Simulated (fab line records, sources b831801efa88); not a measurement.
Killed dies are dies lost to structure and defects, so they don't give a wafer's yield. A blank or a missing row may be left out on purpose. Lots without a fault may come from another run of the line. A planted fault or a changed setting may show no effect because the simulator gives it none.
Chamber matching | flow gf180mcu | GF_CONTACT_CVD_00 on hdpcvd-02: 3 sister chambers
The step deposits SiO2, target thk 300 nm, time 50 s. 3 wafers are shown with their chamber, then 9 later ones without.

WAFERS WITH THEIR CHAMBER
wafer  | chamber | sih4_flow_sccm (sccm)
L439.1 | 2       | 59.95
L439.3 | 0       | 59.90
L439.5 | 1       | 59.90

WAFERS WITHOUT THEIR CHAMBER
wafer  | sih4_flow_sccm (sccm)
L440.1 | 60.15
L440.4 | 59.95
L440.6 | 59.44
L442.1 | 59.99
L442.4 | 60.09
L442.5 | 59.71
L443.2 | 59.84
L443.3 | 60.36
L443.4 | 59.94

WHICH CHAMBER EACH WENT THROUGH
wafer  | from the rows above          | in truth
L440.1 | can't be placed: 2 or 0 or 1 | 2
L440.4 | can't be placed: 2 or 0 or 1 | 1
L440.6 | can't be placed: 0 or 1 or 2 | 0
L442.1 | can't be placed: 2 or 0 or 1 | 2
L442.4 | can't be placed: 2 or 0 or 1 | 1
L442.5 | can't be placed: 0 or 1 or 2 | 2
L443.2 | can't be placed: 0 or 1 or 2 | 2
L443.3 | can't be placed: 2 or 0 or 1 | 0
L443.4 | can't be placed: 2 or 0 or 1 | 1
Placed correctly: 0 of 9. Can't be placed from these rows: 9 (the true chamber is among the candidates in 9). Placed wrongly: 0.
How it was worked out, from the rows above alone: a wafer's distance from a chamber is the root of the sum, over the readings, of the square of ((its reading less the chamber's mean) divided by the reading's scatter). The wafer belongs to the nearest chamber; if the next one is less than 2 further off, it can't be placed. A chamber's mean is the mean of its shown wafers. The scatter: with one shown wafer a chamber, the root of the mean of the squares of how far each hidden wafer lies from its nearest shown one.
